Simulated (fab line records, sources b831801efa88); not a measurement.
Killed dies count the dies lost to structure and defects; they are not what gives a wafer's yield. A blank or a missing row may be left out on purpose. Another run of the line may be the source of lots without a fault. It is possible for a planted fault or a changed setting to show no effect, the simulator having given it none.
Which tool was responsible? :: flow sky130 :: 6 lots (18 wafers sampled), 1 step of a 708-step route

## WHAT THE GAUGES READ, wafer by wafer
SKY_VT_ADJUST_HVTP_OVL_MEAS_08.
lot: L671
measured: day 7 10:20
on: overlay-01
VT_ADJUST_HVTP_OVL (nm): 0.7 1.3 2.1

lot: L679
measured: day 8 20:35
on: overlay-01
VT_ADJUST_HVTP_OVL (nm): 1.8 -0.3 -0.9

lot: L683
measured: day 9 20:04
on: overlay-02
VT_ADJUST_HVTP_OVL (nm): 0.9 0.3 0.9

lot: L688
measured: day 11 03:03
on: overlay-02
VT_ADJUST_HVTP_OVL (nm): 1.1 1.7 0.4

lot: L690
measured: day 11 16:28
on: overlay-01
VT_ADJUST_HVTP_OVL (nm): 0.7 1.7 0.7

lot: L692
measured: day 12 03:43
on: overlay-01
VT_ADJUST_HVTP_OVL (nm): 0.8 0.4 1.0

## TOOL THAT RAN EACH LOT (tool first, then ch and the chambers of the sampled wafers, then the start)
No process step before these readings appears in the record.

## THE ANSWER, worked out from the rows above alone
Rule: usual is defined by the lots themselves. Put in order of their means at a reading, lots are off if they are a third of the lots or fewer, leave a main group of 4 or more, and stand apart from it by a gap of 3 or more times the standard deviation of the main group's means; of several such gaps the widest counts. A main group is skipped when, at the precision printed for the reading in the tables above, its means are all equal. Also off: a lot with no number at a reading for which 4 or more lots have one. Any other lot the step has rows for is counted as sound.
Across all readings shown, no lot is off: no conclusion can be drawn from this.

## WHAT THE SIMULATOR HAD PUT IN
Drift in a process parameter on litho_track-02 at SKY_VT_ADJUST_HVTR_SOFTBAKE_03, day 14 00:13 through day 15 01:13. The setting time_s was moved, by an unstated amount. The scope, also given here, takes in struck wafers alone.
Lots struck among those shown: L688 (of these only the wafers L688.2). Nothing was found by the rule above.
